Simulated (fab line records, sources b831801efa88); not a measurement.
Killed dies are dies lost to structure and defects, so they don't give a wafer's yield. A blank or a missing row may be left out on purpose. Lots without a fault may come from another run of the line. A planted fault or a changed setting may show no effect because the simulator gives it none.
Split-lot experiment | flow sfq_line | 5 lots, 23 wafers read, on a route of 325 steps

THE SPLIT
At SFQ_TRILAYER_JJ_CE_LITHO_COAT_119 (resist thk 62 nm), the setting spin_rpm was moved away from the recipe's 3000 rpm on 9 of the 23 wafers read, by -2.8% to +7.4%. The other wafers ran this setting at the recipe's value.

The reading is taken at the split's own step.

THE READING
BARC_of_TRILAYER_JJ_CE_LITHO_COAT_119.thk_nm (the simulator's own value, which no gauge read), in nm, at SFQ_TRILAYER_JJ_CE_LITHO_COAT_119 (resist thk 62 nm). The file gives no usual value for it. The 14 wafers here that ran the recipe average 62.02 nm, standard deviation 0.089 nm.

wafer  | tool, chamber at the split | spin_rpm as run, rpm | against the recipe | BARC_of_TRILAYER_JJ_CE_LITHO_COAT_119.thk_nm, nm | against lot-mates on the recipe
L075.1 | litho_track-02, 0          | 3000                 | recipe             | 62.09                                            | -
L075.2 | litho_track-02, 0          | 2916                 | -2.8%              | 62.98                                            | +0.94
L075.3 | litho_track-02, 0          | 2916                 | -2.8%              | 63                                               | +0.96
L075.5 | litho_track-02, 0          | 3000                 | recipe             | 61.99                                            | -
L075.6 | litho_track-02, 0          | 2916                 | -2.8%              | 62.91                                            | +0.87
L077.1 | litho_track-02, 0          | 3221                 | +7.4%              | 59.85                                            | -2.15
L077.3 | litho_track-02, 0          | 3221                 | +7.4%              | 59.79                                            | -2.21
L077.4 | litho_track-02, 0          | 3000                 | recipe             | 62.11                                            | -
L077.5 | litho_track-02, 0          | 3000                 | recipe             | 62.01                                            | -
L077.6 | litho_track-02, 0          | 3000                 | recipe             | 61.87                                            | -
L078.1 | litho_track-02, 0          | 3000                 | recipe             | 61.98                                            | -
L078.5 | litho_track-02, 0          | 3000                 | recipe             | 62.17                                            | -
L078.6 | litho_track-02, 0          | 3000                 | recipe             | 62.01                                            | -
L079.2 | litho_track-03, 0          | 3000                 | recipe             | 62.1                                             | -
L079.3 | litho_track-03, 0          | 3144                 | +4.8%              | 61.01                                            | -1.07
L079.4 | litho_track-03, 0          | 3144                 | +4.8%              | 60.65                                            | -1.43
L079.5 | litho_track-03, 0          | 3000                 | recipe             | 62.13                                            | -
L079.6 | litho_track-03, 0          | 3000                 | recipe             | 62                                               | -
L080.1 | litho_track-02, 0          | 2930                 | -2.3%              | 62.7                                             | +0.75
L080.2 | litho_track-02, 0          | 2930                 | -2.3%              | 62.83                                            | +0.88
L080.3 | litho_track-02, 0          | 3000                 | recipe             | 61.95                                            | -
L080.4 | litho_track-02, 0          | 3000                 | recipe             | 62.04                                            | -
L080.5 | litho_track-02, 0          | 3000                 | recipe             | 61.86                                            | -

THE FIT
A straight line over all 23 wafers: BARC_of_TRILAYER_JJ_CE_LITHO_COAT_119.thk_nm changes by -0.295 nm for each +1% of spin_rpm; r = -0.99; the points scatter about the line by 0.12 nm.
The same after taking each lot's own level away (the mean of its wafers on the recipe; 23 wafers): -0.296 nm for each +1%; r = -0.99; scatter 0.11 nm.
On that fit, the largest move of spin_rpm shifts the reading by 2.2 nm.
The lots' own levels span 61.950 to 62.077 nm, that is 1.4 times the standard deviation above.
So the lot-to-lot level changes the slope little: the two slopes agree.
Check: with one of the wafers moved furthest among these (+7.4%) left out of the fit, the line predicts -2.14 nm for it against its lot-mates. It came out at -2.15 nm against them.

OTHER SPLITS ON THESE WAFERS
These wafers also went through other splits before the reading. Each is held against what the fit with the lots' levels taken away leaves over:
other split on the same wafers                   | wafers away from the commonest value | r with BARC_of_TRILAYER_JJ_CE_LITHO_COAT_119.thk_nm (lot level and that fit taken away)
SFQ_TRILAYER_M3_LITHO_PEB_078 peb_temp_c         | 11                                   | +0.30
SFQ_TRILAYER_M3_ETCH_METAL_ETCH_078 icp_w        | 5                                    | -0.16
SFQ_TRILAYER_I3_VIA_LITHO_COAT_085 resist_thk_nm | 7                                    | -0.08
SFQ_TRILAYER_M4_LITHO_COAT_093 resist_thk_nm     | 10                                   | -0.01
SFQ_TRILAYER_I4_VIA_LITHO_COAT_108 spin_rpm      | 11                                   | +0.20

THE FILE'S OWN FIT
BARC_of_TRILAYER_JJ_CE_LITHO_COAT_119.thk_nm changes by -0.292 nm for each +1% of spin_rpm, r = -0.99.
